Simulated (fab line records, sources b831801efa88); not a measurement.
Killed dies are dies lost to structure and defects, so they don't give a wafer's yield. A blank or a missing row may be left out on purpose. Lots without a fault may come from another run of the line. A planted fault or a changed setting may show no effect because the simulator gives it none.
fab line records | flow sky130
record lots=24 wafers=72 last_day=50
route steps=708 shown CONTACT@424 VIA1@472 VIA2@521 METAL3@533 METAL4@632
lots that met no fault: from a run of the same line without faults
start_h: hours from the record's first day to the start of the lot's first wafer shown | wait_h: hours since the lot's step before | " the same as in the row above | L1.1+2: a row that stands for several wafers | - no value, or no start given | * or withheld: withheld | < > ~ a bound
route shown NAME@n: a module of which the file shows steps, and the number in the route of the first | usual: mean/standard deviation of fault-free wafers | same: alike in all rows | chamber/n: place in a boat | sites: the reading at each site | _std_site: their standard deviation | _edge_site: outer sites' mean less inner sites' | radius_mm: how far each site lies from the wafer's centre | mask NAME#n: copy n | behind: the tool/chamber that last shaped the wafer | hold: why the lot was held/for how many hours/how that ended | device: the transistor (n, p or np) that didn't switch | end of line: the same wafers' tests at the end of the route | a step without rows: its recipe alone | killed: dies lost to structure and defects at the first sort, not the wafer's yield | map: a wafer's dies, x killed, . not, _ none there
set.NAME: the setting as run; set.NAME@STEP: as run at that earlier step | model.NAME: the simulator's own value behind a step, which no gauge read
steps of the route over a sample of lots; a table a step, a row a wafer
services: from which hour (start_h, from the record's first day; less than 0 if before it) a tool's chamber was out of use, for how many hours, and why
## steps
# step SKY_CONTACT_ETCH_18
# recipe target=Si3N4 chemistry=CHF3/O2 stop_on=TiN source_w=600 bias_w=200 pressure_mtorr=40 chf3_flow_sccm=50 O2_flow_sccm=5 time_s=39 target_depth_a=750
# usual drypump_motor_current_A=5.8/0.33 oes_product_au=0.854/0.0073 throttle_valve_pct=8.793/0.0087
# columns lot.wafer tool chamber start_h wait_h drypump_motor_current_A oes_product_au rf_hours_counter_h throttle_valve_pct
L074.3 rie_diel-04 1 - - 5.7 0.852 3 8.809
L074.5 " 3 " " 5.1 0.862 - 8.797
L074.6 " 0 " " 6.1 0.856 - 8.795
L075.1 rie_diel-02 1 - - 5.9 0.844 7 8.797
L075.5 " 1 " " 5.9 0.859 - 8.796
L075.6 " 2 " " 6.2 0.863 - 8.785
L076.3 rie_diel-04 1 - - 5.7 0.859 3 8.789
L076.4 " 3 " " 5.1 0.850 11 8.807
L076.6 " 3 " " 5.1 0.860 - 8.777
L077.1 rie_diel-03 2 - - 6.4 0.840 9 8.797
L077.2 " 3 " " 6.3 0.848 5 8.802
L077.4 " 0 " " 5.8 0.863 7 8.790
L078.4 rie_diel-04 2 - - 5.6 0.867 11 8.794
L078.5 " 1 " " 5.7 0.864 - 8.797
L078.6 " 0 " " 6.1 0.864 - 8.805
L080.2 rie_diel-04 1 - - 5.7 0.852 5 8.796
L080.3 " 3 " " 5.1 0.847 12 8.780
L080.6 " 1 " " 5.7 0.863 - 8.813
L079.1 rie_diel-02 0 - - 5.6 0.847 42 8.798
L079.2 " 2 " " 6.1 0.853 18 8.791
L079.6 " 0 " " 5.6 0.856 - 8.806
L081.1 rie_diel-04 0 - - 6.0 0.848 15 8.783
L081.2 " 2 " " 5.7 0.850 12 8.793
L081.6 " 3 " " 5.1 0.863 - 8.795
L082.1 rie_diel-02 0 - - 5.6 0.846 42 8.801
L082.2 " 2 " " 6.2 0.846 18 8.776
L082.4 " 3 " " 5.6 0.856 19 8.787
L083.1 rie_diel-02 0 - - 5.6 0.848 0 8.798
L083.4 " 1 " " 5.9 0.856 10 8.791
L083.6 " 0 " " 5.6 0.856 - 8.792
L085.2 rie_diel-04 0 - - 6.1 0.859 16 8.788
L085.4 " 3 " " 5.1 0.857 13 8.802
L085.6 " 0 " " 6.1 0.849 - 8.794
L084.1 rie_diel-02 2 - - 6.2 0.859 19 8.793
L084.2 " 3 " " 5.7 0.849 20 8.791
L084.3 " 1 " " 5.9 0.855 10 8.767
L086.2 rie_diel-04 0 - - 6.0 0.848 16 8.788
L086.3 " 1 " " 5.7 0.844 6 8.798
L086.4 " 2 " " 5.7 0.860 12 8.802
L087.1 rie_diel-04 1 - - 5.7 0.850 6 8.794
L087.5 " 2 " " 5.6 0.855 - 8.786
L087.6 " 1 " " 5.7 0.850 - 8.797
L088.3 rie_diel-02 1 - - 5.9 0.847 11 8.801
L088.4 " 2 " " 6.2 0.859 20 8.803
L088.6 " 3 " " 5.6 0.862 - 8.790
L089.2 rie_diel-03 3 - - 6.3 0.847 8 8.813
L089.4 " 0 " " 5.8 0.866 10 8.801
L089.5 " 0 " " 5.8 0.853 - 8.799
L090.1 rie_diel-04 3 - - 5.1 0.845 15 8.795
L090.3 " 1 " " 5.7 0.848 6 8.782
L090.5 " 3 " " 5.1 0.848 - 8.788
L091.1 rie_diel-04 2 - - 5.7 0.841 14 8.788
L091.3 " 1 " " 5.8 0.845 7 8.796
L091.6 " 0 " " 6.0 0.855 - 8.790
L092.2 rie_diel-02 0 - - 5.6 0.851 2 8.802
L092.3 " 2 " " 6.2 0.864 21 8.800
L092.6 " 1 " " 5.9 0.855 - 8.786
L093.2 rie_diel-02 3 - - 5.6 0.855 22 8.782
L093.5 " 3 " " 5.6 0.854 - 8.784
L093.6 " 0 " " 5.6 0.868 - 8.802
L094.2 rie_diel-03 3 - - 6.4 0.845 9 8.768
L094.3 " 2 " " 6.4 0.854 14 8.771
L094.5 " 2 " " 6.4 0.853 - 8.795
L095.1 rie_diel-02 3 - - 5.6 0.853 23 8.793
L095.2 " 0 " " 5.6 0.855 3 8.790
L095.6 " 2 " " 6.1 0.862 - 8.800
L096.1 rie_diel-03 2 - - 6.4 0.860 15 8.789
L096.2 " 0 " " 5.8 0.851 12 8.798
L096.4 " 3 " " 6.3 0.853 9 8.799
L097.2 rie_diel-04 1 - - 5.7 0.842 8 8.789
L097.3 " 0 " " 6.0 0.844 19 8.788
L097.4 " 2 " " 5.6 0.862 16 8.806
# step SKY_VIA1_ETCH_14
# recipe chemistry=N2/H2 target=BARC ion_energy_ev=200 source_w=500 bias_w=100 pressure_mtorr=30 n2_flow_sccm=100 h2_flow_sccm=200 stop_on=SiO2 time_s=45.9 target_depth_a=600
# usual drypump_motor_current_A=5.6/0.42 oes_product_au=0.855/0.0046 throttle_valve_pct=13.225/0.0084
# columns lot.wafer tool chamber start_h wait_h drypump_motor_current_A oes_product_au rf_hours_counter_h throttle_valve_pct
L074.3 rie_diel-02 2 776.29 0.0 6.2 0.853 18 13.224
L074.5 " 2 " " 6.2 0.856 - 13.229
L074.6 " 0 " " 5.6 0.858 - 13.228
L075.1 rie_diel-02 1 781.78 0.0 5.9 0.856 9 13.232
L075.5 " 2 " " 6.2 0.862 - 13.217
L075.6 " 0 " " 5.6 0.849 - 13.235
L076.3 rie_diel-01 0 794.12 0.0 5.8 0.862 9 13.227
L076.4 " 3 " " 4.8 0.850 - 13.225
L076.6 " 0 " " 5.8 0.857 - 13.232
L077.1 rie_diel-04 2 805.13 0.0 5.6 0.857 12 13.232
L077.2 " 1 " " 5.7 0.857 5 13.214
L077.4 " 0 " " 6.1 0.852 15 13.222
L078.4 rie_diel-04 2 835.06 0.0 5.7 0.850 13 13.224
L078.5 " 3 " " 5.1 0.855 - 13.230
L078.6 " 2 " " 5.6 0.861 - 13.238
L080.2 rie_diel-01 3 835.27 0.0 4.8 0.856 14 13.236
L080.3 " 1 " " 5.9 0.858 3 13.224
L080.6 " 3 " " 4.8 0.853 - 13.222
L079.1 rie_diel-04 0 837.58 0.0 6.1 0.856 16 13.231
L079.2 " 3 " " 5.1 0.856 14 13.231
L079.6 " 0 " " 6.1 0.858 - 13.228
L081.1 rie_diel-04 1 842.32 0.0 5.7 0.844 6 13.218
L081.2 " 2 " " 5.7 0.859 13 13.236
L081.6 " 3 " " 5.1 0.855 - 13.210
L082.1 rie_diel-02 0 844.22 0.0 5.6 0.858 1 13.236
L082.2 " 2 " " 6.2 0.847 20 13.226
L082.4 " 1 " " 5.9 0.857 11 13.235
L083.1 rie_diel-01 0 872.33 0.0 5.8 0.854 11 13.221
L083.4 " 3 " " 4.7 0.854 15 13.223
L083.6 " 1 " " 5.9 0.859 - 13.219
L085.2 rie_diel-01 0 876.42 0.0 5.8 0.856 11 13.218
L085.4 " 1 " " 5.9 0.853 4 13.236
L085.6 " 0 " " 5.8 0.864 - 13.220
L084.1 rie_diel-04 0 877.38 0.0 6.1 0.853 18 13.221
L084.2 " 3 " " 5.1 0.859 16 13.207
L084.3 " 2 " " 5.7 0.848 15 13.231
L086.2 rie_diel-04 2 884.51 0.0 5.7 0.854 15 13.219
L086.3 " 1 " " 5.7 0.854 8 13.244
L086.4 " 0 " " 6.1 0.855 18 13.220
L087.1 rie_diel-04 0 890.27 0.0 6.1 0.850 18 13.232
L087.5 " 0 " " 6.1 0.851 - 13.240
L087.6 " 3 " " 5.1 0.851 - 13.211
L088.3 rie_diel-04 0 895.92 0.0 6.1 0.851 19 13.218
L088.4 " 3 " " 5.1 0.860 16 13.231
L088.6 " 0 " " 6.1 0.857 - 13.219
L089.2 rie_diel-01 1 900.47 0.0 5.9 0.852 5 13.236
L089.4 " 3 " " 4.8 0.851 16 13.212
L089.5 " 0 " " 5.8 0.852 - 13.228
L090.1 rie_diel-01 1 903.38 0.0 5.9 0.861 5 13.205
L090.3 " 0 " " 5.8 0.849 12 13.230
L090.5 " 3 " " 4.8 0.857 - 13.219
L091.1 rie_diel-01 1 911.43 0.0 5.9 0.859 5 13.219
L091.3 " 2 " " 5.3 0.861 3 13.215
L091.6 " 2 " " 5.3 0.856 - 13.233
L092.2 rie_diel-04 0 920.66 0.0 6.1 0.849 19 13.230
L092.3 " 1 " " 5.7 0.859 9 13.232
L092.6 " 1 " " 5.8 0.857 - 13.221
L093.2 rie_diel-04 2 931.11 0.0 5.6 0.856 16 13.220
L093.5 " 2 " " 5.6 0.853 - 13.229
L093.6 " 1 " " 5.8 0.842 - 13.223
L094.2 rie_diel-04 2 939.68 0.0 5.6 0.858 17 13.220
L094.3 " 0 " " 6.1 0.859 20 13.228
L094.5 " 2 " " 5.7 0.854 - 13.224
L095.1 rie_diel-01 2 945.86 0.0 5.4 0.852 3 13.215
L095.2 " 0 " " 5.8 0.859 13 13.215
L095.6 " 0 " " 5.8 0.856 - 13.223
L096.1 rie_diel-01 0 949.18 0.0 5.8 0.857 13 13.232
L096.2 " 2 " " 5.3 0.854 3 13.223
L096.4 " 1 " " 5.9 0.851 6 13.232
L097.2 rie_diel-04 2 954.15 0.0 5.6 0.849 17 13.216
L097.3 " 0 " " 6.1 0.850 20 13.228
L097.4 " 3 " " 5.1 0.866 - 13.215
# step SKY_VIA2_ETCH_14
# recipe chemistry=N2/H2 target=BARC ion_energy_ev=200 source_w=500 bias_w=100 pressure_mtorr=30 n2_flow_sccm=100 h2_flow_sccm=200 stop_on=SiO2 time_s=45.9 target_depth_a=600
# usual drypump_motor_current_A=5.8/0.41 oes_product_au=0.854/0.005 throttle_valve_pct=13.224/0.0099
# columns lot.wafer tool chamber start_h wait_h drypump_motor_current_A oes_product_au rf_hours_counter_h throttle_valve_pct
L074.3 rie_diel-03 3 833.91 0.0 6.4 0.859 7 13.219
L074.5 " 0 " " 5.8 0.849 - 13.222
L074.6 " 1 " " 5.8 0.854 - 13.224
L075.1 rie_diel-01 2 838.99 0.0 5.3 0.851 1 13.228
L075.5 " 1 " " 5.9 0.855 - 13.220
L075.6 " 2 " " 5.3 0.853 - 13.222
L076.3 rie_diel-01 0 851.94 0.0 5.8 0.851 10 13.223
L076.4 " 1 " " 5.9 0.850 3 13.212
L076.6 " 1 " " 5.9 0.848 - 13.232
L077.1 rie_diel-02 0 862.21 0.0 5.6 0.860 2 13.213
L077.2 " 1 " " 5.9 0.862 12 13.234
L077.4 " 2 " " 6.2 0.861 20 13.221
L078.4 rie_diel-02 3 893.76 0.0 5.6 0.852 23 13.233
L078.5 " 3 " " 5.6 0.855 - 13.220
L078.6 " 0 " " 5.6 0.854 - 13.230
L080.2 rie_diel-03 0 894.12 0.0 5.8 0.852 12 13.234
L080.3 " 3 " " 6.3 0.856 9 13.244
L080.6 " 1 " " 5.8 0.865 - 13.233
L079.1 rie_diel-01 1 894.99 0.0 5.9 0.851 4 13.211
L079.2 " 0 " " 5.8 0.837 12 13.227
L079.6 " 2 " " 5.4 0.862 - 13.212
L081.1 rie_diel-01 2 899.16 0.0 5.3 0.856 2 13.227
L081.2 " 1 " " 5.9 0.849 5 13.209
L081.6 " 0 " " 5.8 0.855 - 13.220
L082.1 rie_diel-02 2 901.42 0.0 6.2 0.853 22 13.215
L082.2 " 1 " " 5.9 0.851 13 13.199
L082.4 " 3 " " 5.6 0.844 23 13.230
L083.1 rie_diel-03 2 927.54 0.0 6.3 0.856 16 13.224
L083.4 " 1 " " 5.8 0.855 - 13.237
L083.6 " 3 " " 6.4 0.871 - 13.223
L085.2 rie_diel-03 3 929.77 0.0 6.4 0.848 11 13.215
L085.4 " 3 " " 6.4 0.854 - 13.218
L085.6 " 1 " " 5.8 0.859 - 13.221
L084.1 rie_diel-02 3 931.74 0.0 5.6 0.854 24 13.239
L084.2 " 2 " " 6.2 0.855 22 13.230
L084.3 " 1 " " 5.9 0.854 14 13.209
L086.2 rie_diel-02 2 938.97 0.0 6.1 0.850 22 13.209
L086.3 " 3 " " 5.6 0.848 24 13.220
L086.4 " 0 " " 5.6 0.853 4 13.238
L087.1 rie_diel-01 1 943.44 0.0 5.9 0.850 6 13.216
L087.5 " 1 " " 5.9 0.865 - 13.207
L087.6 " 0 " " 5.8 0.855 - 13.227
L088.3 rie_diel-03 1 948.11 0.0 5.8 0.850 6 13.225
L088.4 " 3 " " 6.3 0.848 11 13.213
L088.6 " 3 " " 6.3 0.861 - 13.219
L089.2 rie_diel-02 1 952.17 0.0 5.9 0.854 15 13.224
L089.4 " 3 " " 5.6 0.851 25 13.212
L089.5 " 1 " " 5.9 0.849 - 13.237
L090.1 rie_diel-03 2 956.71 0.0 6.4 0.861 17 13.209
L090.3 " 3 " " 6.3 0.851 11 13.237
L090.5 " 1 " " 5.8 0.866 - 13.217
L091.1 rie_diel-03 2 963.39 0.0 6.4 0.853 17 13.234
L091.3 " 0 " " 5.8 0.861 14 13.236
L091.6 " 1 " " 5.8 0.851 - 13.215
L092.2 rie_diel-02 2 971.89 0.0 6.2 0.855 24 13.223
L092.3 " 3 " " 5.6 0.859 25 13.215
L092.6 " 2 " " 6.2 0.857 - 13.222
L093.2 rie_diel-03 3 981.12 0.0 6.3 0.855 12 13.228
L093.5 " 0 " " 5.8 0.853 - 13.222
L093.6 " 1 " " 5.9 0.859 - 13.240
L094.2 rie_diel-03 0 989.87 0.0 5.8 0.855 15 13.225
L094.3 " 3 " " 6.3 0.858 13 13.216
L094.5 " 3 " " 6.4 0.858 - 13.217
L095.1 rie_diel-01 1 997.87 0.0 5.9 0.869 7 13.215
L095.2 " 3 " " 4.8 0.857 18 13.234
L095.6 " 3 " " 4.8 0.853 - 13.221
L096.1 rie_diel-02 1 999.91 0.0 5.9 0.850 16 13.213
L096.2 " 3 " " 5.6 0.858 26 13.213
L096.4 " 2 " " 6.2 0.854 - 13.215
L097.2 rie_diel-01 2 1004.84 0.0 5.3 0.858 5 13.245
L097.3 " 1 " " 5.9 0.852 8 13.227
L097.4 " 2 " " 5.4 0.857 - 13.211
# step SKY_METAL3_SPUTTER_01
# recipe material=TiN target_thk_nm=20 power_w=6500 time_s=16.7 chamber_pressure_pa=0.4
# usual throttle_valve_pct=30.1/1.1
# columns lot.wafer tool chamber start_h wait_h throttle_valve_pct
L074.3 pvd_sputter-03 - 835.34 0.0 30.1
L074.5 " - " " 31.1
L074.6 " - " " 29.7
L075.1 pvd_sputter-04 - 840.42 0.0 27.2
L075.5 " - " " 30.5
L075.6 " - " " 29.6
L076.3 pvd_sputter-01 - 853.38 0.0 30.5
L076.4 " - " " 30.7
L076.6 " - " " 30.3
L077.1 pvd_sputter-01 - 863.61 0.0 30.6
L077.2 " - " " 28.5
L077.4 " - " " 30.1
L078.4 pvd_sputter-01 - 895.16 0.0 28.7
L078.5 " - " " 30.5
L078.6 " - " " 28.5
L080.2 pvd_sputter-03 - 895.52 0.0 30.1
L080.3 " - " " 31.2
L080.6 " - " " 31.3
L079.1 pvd_sputter-04 - 896.39 0.0 29.4
L079.2 " - " " 31.1
L079.6 " - " " 30.7
L081.1 pvd_sputter-03 - 900.56 0.0 31.4
L081.2 " - " " 29.7
L081.6 " - " " 31.4
L082.1 pvd_sputter-01 - 902.84 0.0 30.0
L082.2 " - " " 30.4
L082.4 " - " " 28.6
L083.1 pvd_sputter-01 - 928.97 0.0 28.7
L083.4 " - " " 30.6
L083.6 " - " " 30.3
L085.2 pvd_sputter-01 - 931.17 0.0 30.1
L085.4 " - " " 30.4
L085.6 " - " " 30.3
L084.1 pvd_sputter-03 - 933.17 0.0 29.6
L084.2 " - " " 30.1
L084.3 " - " " 31.5
L086.2 pvd_sputter-04 - 940.38 0.0 30.9
L086.3 " - " " 30.5
L086.4 " - " " 29.5
L087.1 pvd_sputter-03 - 944.88 0.0 31.6
L087.5 " - " " 31.4
L087.6 " - " " 31.3
L088.3 pvd_sputter-01 - 949.51 0.0 30.6
L088.4 " - " " 30.0
L088.6 " - " " 30.3
L089.2 pvd_sputter-01 - 953.56 0.0 28.7
L089.4 " - " " 30.0
L089.5 " - " " 28.5
L090.1 pvd_sputter-04 - 958.11 0.0 29.5
L090.3 " - " " 30.5
L090.5 " - " " 30.9
L091.1 pvd_sputter-03 - 964.78 0.0 30.1
L091.3 " - " " 31.5
L091.6 " - " " 29.8
L092.2 pvd_sputter-04 - 974.86 0.0 27.2
L092.3 " - " " 31.0
L092.6 " - " " 31.1
L093.2 pvd_sputter-03 - 982.56 0.0 30.2
L093.5 " - " " 30.0
L093.6 " - " " 31.4
L094.2 pvd_sputter-03 - 991.30 0.0 31.1
L094.3 " - " " 31.4
L094.5 " - " " 29.5
L095.1 pvd_sputter-03 - 999.26 0.0 30.0
L095.2 " - " " 31.7
L095.6 " - " " 31.2
L096.1 pvd_sputter-04 - 1001.55 0.0 31.2
L096.2 " - " " 27.2
L096.4 " - " " 30.7
L097.2 pvd_sputter-04 - 1006.23 0.0 30.4
L097.3 " - " " 27.4
L097.4 " - " " 31.1
# step SKY_METAL3_CD_MEAS_13
# recipe target_cd_nm=300
# usual cd_nm=299.8/1.3
# columns lot.wafer tool chamber start_h wait_h cd_nm
L074.3 cd_sem-01 - 889.86 - 299.5
L074.5 " - " " 299.8
L074.6 " - " " 299.4
L075.1 cd_sem-02 - 896.11 - 299.0
L075.5 " - " " 298.3
L075.6 " - " " 298.0
L076.3 cd_sem-02 - 907.36 - 298.3
L076.4 " - " " 297.5
L076.6 " - " " 299.3
L077.1 cd_sem-01 - 916.82 - 299.0
L077.2 " - " " 299.8
L077.4 " - " " 299.7
L078.4 cd_sem-01 - 944.38 - 299.7
L078.5 " - " " 301.2
L078.6 " - " " 300.2
L080.2 cd_sem-01 - 944.63 - 299.8
L080.3 " - " " 298.8
L080.6 " - " " 298.6
L079.1 cd_sem-01 - 946.05 - 294.6
L079.2 " - " " 296.6
L079.6 " - " " 295.7
L081.1 cd_sem-01 - 949.86 - 299.9
L081.2 " - " " 300.1
L081.6 " - " " 300.1
L082.1 cd_sem-01 - 951.82 - 299.1
L082.2 " - " " 300.1
L082.4 " - " " 299.3
L083.1 cd_sem-01 - 978.12 - 300.3
L083.4 " - " " 301.8
L083.6 " - " " 302.5
L085.2 cd_sem-01 - 980.19 - 299.8
L085.4 " - " " 299.0
L085.6 " - " " 300.1
L084.1 cd_sem-01 - 980.82 - 298.5
L084.2 " - " " 299.2
L084.3 " - " " 299.3
L086.2 cd_sem-01 - 988.59 - 301.8
L086.3 " - " " 301.9
L086.4 " - " " 302.3
L087.1 cd_sem-01 - 993.52 - 301.5
L087.5 " - " " 300.6
L087.6 " - " " 299.3
L088.3 cd_sem-01 - 997.16 - 300.5
L088.4 " - " " 299.9
L088.6 " - " " 299.8
L089.2 cd_sem-01 - 1002.24 - 300.7
L089.4 " - " " 300.1
L089.5 " - " " 300.0
L090.1 cd_sem-01 - 1006.66 - 300.4
L090.3 " - " " 299.3
L090.5 " - " " 299.3
L091.1 cd_sem-01 - 1012.21 - 299.0
L091.3 " - " " 299.4
L091.6 " - " " 298.7
L092.2 cd_sem-01 - 1022.09 - 300.4
L092.3 " - " " 300.1
L092.6 " - " " 299.5
L093.2 cd_sem-01 - 1029.79 - 299.8
L093.5 " - " " 298.8
L093.6 " - " " 300.3
L094.2 cd_sem-01 - 1036.63 - 301.0
L094.3 " - " " 300.5
L094.5 " - " " 301.4
L095.1 cd_sem-01 - 1045.72 - 299.9
L095.2 " - " " 299.5
L095.6 " - " " 300.2
L096.1 cd_sem-01 - 1047.02 - 302.2
L096.2 " - " " 301.9
L096.4 " - " " 301.8
L097.2 cd_sem-01 - 1053.78 - 301.8
L097.3 " - " " 299.7
L097.4 " - " " 300.6
# step SKY_METAL4_ETCH_16
# recipe chemistry=N2/H2 target=BARC ion_energy_ev=200 bias_w=100 pressure_mtorr=30 n2_flow_sccm=100 h2_flow_sccm=200 icp_w=481.7 stop_on=SiO2 time_s=88.2 target_depth_a=600
# usual drypump_motor_current_A=5.9/0.51 oes_product_au=0.626/0.0045 throttle_valve_pct=13.205/0.0088
# columns lot.wafer tool chamber start_h wait_h drypump_motor_current_A oes_product_au rf_hours_counter_h throttle_valve_pct
L074.3 rie_metal-04 1 967.19 0.0 4.9 0.632 - 13.210
L074.5 " 1 " " 4.9 0.627 - 13.223
L074.6 " 0 " " 6.2 0.627 - 13.204
L075.1 rie_metal-03 0 973.88 0.0 6.6 0.630 7 13.211
L075.5 " 1 " " 5.4 0.632 - 13.191
L075.6 " 0 " " 6.6 0.624 - 13.204
L076.3 rie_metal-03 1 982.80 0.1 5.4 0.623 - 13.201
L076.4 " 0 " " 6.6 0.629 - 13.198
L076.6 " 1 " " 5.4 0.623 - 13.214
L077.1 rie_metal-03 0 993.16 0.0 6.6 0.620 8 13.201
L077.2 " 1 " " 5.4 0.619 22 13.213
L077.4 " 0 " " 6.6 0.632 - 13.195
L078.4 rie_metal-04 0 1018.68 0.1 6.2 0.626 - 13.212
L078.5 " 0 " " 6.2 0.625 - 13.198
L078.6 " 0 " " 6.2 0.630 - 13.212
L080.2 rie_metal-04 0 1019.37 0.1 6.2 0.629 - 13.225
L080.3 " 0 " " 6.1 0.624 - 13.220
L080.6 " 0 " " 6.2 0.621 - 13.216
L079.1 rie_metal-03 1 1023.41 0.0 5.5 0.617 24 13.203
L079.2 " 0 " " 6.6 0.624 10 13.222
L079.6 " 0 " " 6.6 0.618 - 13.197
L081.1 rie_metal-02 1 1024.22 0.0 5.7 0.629 9 13.219
L081.2 " 0 " " 5.7 0.623 15 13.209
L081.6 " 1 " " 5.6 0.627 - 13.211
L082.1 rie_metal-03 1 1027.12 0.0 5.4 0.629 24 13.203
L082.2 " 0 " " 6.6 0.627 11 13.198
L082.4 " 0 " " 6.6 0.633 - 13.194
L083.1 rie_metal-03 0 1053.71 0.0 6.6 0.625 12 13.201
L083.4 " 1 " " 5.4 0.626 - 13.209
L083.6 " 1 " " 5.4 0.627 - 13.217
L085.2 rie_metal-02 0 1054.07 0.0 5.6 0.627 16 13.191
L085.4 " 0 " " 5.7 0.629 - 13.207
L085.6 " 0 " " 5.7 0.618 - 13.211
L084.1 rie_metal-03 1 1054.67 0.0 5.4 0.624 26 13.208
L084.2 " 0 " " 6.6 0.634 12 13.227
L084.3 " 1 " " 5.4 0.621 - 13.204
L086.2 rie_metal-03 0 1058.16 0.0 6.6 0.620 12 13.221
L086.3 " 0 " " 6.6 0.627 - 13.204
L086.4 " 1 " " 5.4 0.624 - 13.208
L087.1 rie_metal-04 0 1061.49 0.1 6.2 0.628 16 13.205
L087.5 " 0 " " 6.2 0.623 - 13.213
L087.6 " 0 " " 6.2 0.625 - 13.192
L088.3 rie_metal-04 0 1065.86 0.1 6.2 0.622 - 13.198
L088.4 " 0 " " 6.2 0.628 - 13.203
L088.6 " 0 " " 6.2 0.626 - 13.211
L089.2 rie_metal-03 1 1071.76 0.1 5.4 0.617 - 13.192
L089.4 " 1 " " 5.4 0.631 - 13.204
L089.5 " 1 " " 5.4 0.636 - 13.204
L090.1 rie_metal-03 1 1076.67 0.0 5.4 0.630 28 13.201
L090.3 " 1 " " 5.4 0.623 - 13.204
L090.5 " 1 " " 5.4 0.626 - 13.205
L091.1 rie_metal-04 1 1081.10 0.0 4.8 0.621 0 13.207
L091.3 " 0 " " 6.2 0.630 - 13.192
L091.6 " 0 " " 6.2 0.629 - 13.217
L092.2 rie_metal-03 0 1088.37 0.0 6.6 0.622 15 13.193
L092.3 " 1 " " 5.4 0.622 - 13.212
L092.6 " 0 " " 6.6 0.624 - 13.191
L093.2 rie_metal-02 1 1099.32 0.0 5.6 0.626 13 13.220
L093.5 " 1 " " 5.7 0.625 - 13.194
L093.6 " 0 " " 5.6 0.622 - 13.208
L094.2 rie_metal-02 0 1101.88 0.0 5.6 0.620 19 13.214
L094.3 " 0 " " 5.7 0.628 - 13.200
L094.5 " 1 " " 5.6 0.624 - 13.204
L095.1 rie_metal-04 0 1110.45 0.0 6.2 0.628 21 13.211
L095.2 " 1 " " 4.8 0.627 3 13.191
L095.6 " 1 " " 4.8 0.628 - 13.192
L096.1 rie_metal-02 1 1111.06 0.0 5.6 0.622 14 13.199
L096.2 " 0 " " 5.7 0.629 20 13.197
L096.4 " 1 " " 5.6 0.625 - 13.203
L097.2 rie_metal-02 1 1118.20 0.0 5.6 0.627 15 13.213
L097.3 " 0 " " 5.6 0.618 - 13.202
L097.4 " 1 " " 5.7 0.624 - 13.216
## services
# columns tool chamber start_h hours kind
rie_diel-04 - 697.08 0.4 repair
rie_diel-04 - 719.00 2.5 repair
rie_diel-02 0 725.68 8.4 repair
rie_diel-04 0 733.10 4.0 repair
rie_diel-04 2 738.13 6.0 repair
rie_diel-01 0 754.81 5.5 repair
rie_diel-01 2 769.16 7.5 repair
rie_diel-02 - 776.54 2.8 pm
rie_diel-01 1 797.64 8.1 repair
rie_diel-02 0 819.26 1.8 repair
rie_diel-01 - 824.12 0.4 repair
rie_diel-01 1 853.89 1.4 repair
rie_diel-02 - 864.44 0.2 repair
rie_diel-02 2 902.52 7.1 repair
rie_diel-04 2 918.74 9.9 repair
rie_diel-04 2 942.19 4.8 repair
rie_diel-04 1 952.67 2.9 repair
rie_diel-02 0 962.38 44.1 repair
rie_diel-04 3 964.81 17.0 repair
rie_diel-02 - 977.39 15.6 pm
rie_diel-04 0 1059.76 11.4 repair
rie_diel-02 3 1109.66 4.2 repair
rie_diel-04 3 1115.56 5.0 repair
rie_diel-04 1 1117.51 5.2 repair
## key
fault none
